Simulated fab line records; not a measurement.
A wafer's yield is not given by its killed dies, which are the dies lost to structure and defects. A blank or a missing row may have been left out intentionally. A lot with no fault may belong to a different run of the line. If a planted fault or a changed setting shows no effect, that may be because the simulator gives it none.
Problem report in the 8D (eight disciplines) form, filled by code -- flow sky130 -- the parts of the form that need people (team, actions taken, sign-off) are left out

1. PROBLEM STATEMENT
Mean of heaterPowerTotalW at SKY_SONOS_ONO_SOFTBAKE_09: 70.81 W across 2 wafers in 2 lots; on wafers with no fault it is 56.60 W (standard deviation 0.046). That is +99 or more standard deviations from the usual mean.
The step: time 60 s.
The first sign was on wafer L489.3 at day 16 10:05, on lithoTrack-01. At this step, 33 wafers from 11 lots have a number in the record. The rule behind "out" and "out of limits": a value lying over 4 standard deviations away from the usual mean. Any other wafer with a number is counted as sound.

2. WHAT IT IS, AND WHAT IT ISN'T
question,is,is not
which readings at this step,"heaterPowerTotalW, runLengthS",exhaustPa
which lots,"L489, L492","L479, L484, L486, L487, L488, L491, L497, L500, L502"
which wafers of those lots,"L489.3, L492.2","L489.4, L489.6, L492.1, L492.6"
read on which tools,lithoTrack-01,"lithoTrack-02, lithoTrack-04"
when,from day 16 10:05,"up to then (17 sound wafers); but 14 sound wafers of L491, L492, L497, L500, L502 came after"

3. SUSPECTS, AND WHAT RULES EACH OUT
Counting: any tool at a process step up to the reading remains a suspect provided it ran every lot that is out. Sound lots after the first of them don't rule it out here, since some wafers of a struck lot are sound.
- lithoTrack-01 at SKY_SONOS_ONO_SOFTBAKE_09 (time 60 s): kept. It ran every lot that is out, first L489 (day 16 10:05); its last sound lot up to then is L488 (day 15 19:20). Out on those wafers are its own readings of heaterPowerTotalW, runLengthS.
After counting, what remains is lithoTrack-01 at SKY_SONOS_ONO_SOFTBAKE_09.

4. THE CAUSE (what the simulator had put in)
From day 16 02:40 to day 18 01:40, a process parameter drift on lithoTrack-01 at SKY_SONOS_ONO_SOFTBAKE_09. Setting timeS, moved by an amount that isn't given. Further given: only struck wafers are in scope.
Only this tool survived the counting.

5. THE CHAIN OF EFFECTS, in route order
Rows list readings where the struck wafers' mean (over those with a number) sits beyond 3 standard deviations from the usual. Scope: only readings with a usual standard deviation given in the record; hours: median across lots of the time from each lot's start at the first step in this table that gives one to its start at this step; sigmas: change in usual standard deviations.
hours,step,reading,usual,on struck wafers,change,sigmas
0,SKY_SONOS_ONO_SOFTBAKE_09,heaterPowerTotalW,56.60 W,70.81,+14.21,+99 or more
0,SKY_SONOS_ONO_SOFTBAKE_09,runLengthS,89.24 s,59.49,-29.74,-99 or more
15,SKY_SONOS_ONO_STRIP_17,stripTimeToEndpointS,14.11 s,14.34,+0.23,+5.5
It contains these process steps:
- SKY_SONOS_ONO_SOFTBAKE_09: time 60 s.
- SKY_SONOS_ONO_STRIP_17: strips in O2/N2.

6. WHAT WOULD HAVE CAUGHT IT SOONER
In this record no reading fell out of limits until day 16 10:05, 7 hours after the fault had begun at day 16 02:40.
